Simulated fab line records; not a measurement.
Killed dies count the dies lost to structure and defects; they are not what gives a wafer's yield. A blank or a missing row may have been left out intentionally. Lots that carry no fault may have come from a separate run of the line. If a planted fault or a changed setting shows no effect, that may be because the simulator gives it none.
Matching of chambers / flow gf180mcu / rie_diel-03 running GF_CONTACT_ETCH_16: 4 sister chambers
The step etches BARC in N2/H2. 6 wafers are shown with their chamber, then 7 later ones without.

WAFERS, EACH WITH ITS CHAMBER
wafer=L581.5; chamber=2; drypump_motor_current_A (A)=6.4; throttle_valve_pct (%)=13.219
wafer=L584.1; chamber=3; drypump_motor_current_A (A)=4.8; throttle_valve_pct (%)=13.216
wafer=L588.2; chamber=0; drypump_motor_current_A (A)=5.7; throttle_valve_pct (%)=13.220
wafer=L588.6; chamber=1; drypump_motor_current_A (A)=5.9; throttle_valve_pct (%)=13.229
wafer=L591.4; chamber=1; drypump_motor_current_A (A)=6.0; throttle_valve_pct (%)=13.221
wafer=L591.5; chamber=0; drypump_motor_current_A (A)=5.6; throttle_valve_pct (%)=13.214

WAFERS WHOSE CHAMBER IS MISSING
wafer=L591.6; drypump_motor_current_A (A)=6.0; throttle_valve_pct (%)=13.212
wafer=L597.1; drypump_motor_current_A (A)=5.7; throttle_valve_pct (%)=13.227
wafer=L597.2; drypump_motor_current_A (A)=6.4; throttle_valve_pct (%)=13.212
wafer=L597.4; drypump_motor_current_A (A)=6.0; throttle_valve_pct (%)=13.221
wafer=L599.1; drypump_motor_current_A (A)=6.4; throttle_valve_pct (%)=13.222
wafer=L599.4; drypump_motor_current_A (A)=5.7; throttle_valve_pct (%)=13.223
wafer=L599.6; drypump_motor_current_A (A)=5.6; throttle_valve_pct (%)=13.230

EACH ONE'S CHAMBER
wafer=L591.6; from the rows above=1; in truth=1
wafer=L597.1; from the rows above=can't be placed: 0 or 1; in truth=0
wafer=L597.2; from the rows above=2; in truth=2
wafer=L597.4; from the rows above=1; in truth=1
wafer=L599.1; from the rows above=2; in truth=2
wafer=L599.4; from the rows above=0; in truth=0
wafer=L599.6; from the rows above=0; in truth=0
Placed correctly: 6 of 7. Unplaceable from these rows: 1, with the true chamber sitting among the candidates in 1. Number placed wrongly: 0.
How it was worked out, from the rows above alone: a wafer's distance from a chamber is the root of the sum, over the readings, of the square of ((its reading less the chamber's mean) divided by the reading's scatter). The wafer belongs to the nearest chamber; if the next one is less than 2 further off, it can't be placed. Each chamber's mean is taken over the wafers shown for it. The scatter: the root of (the sum of the squares of (reading less its chamber's mean) over the shown wafers, divided by (wafers less chambers)).
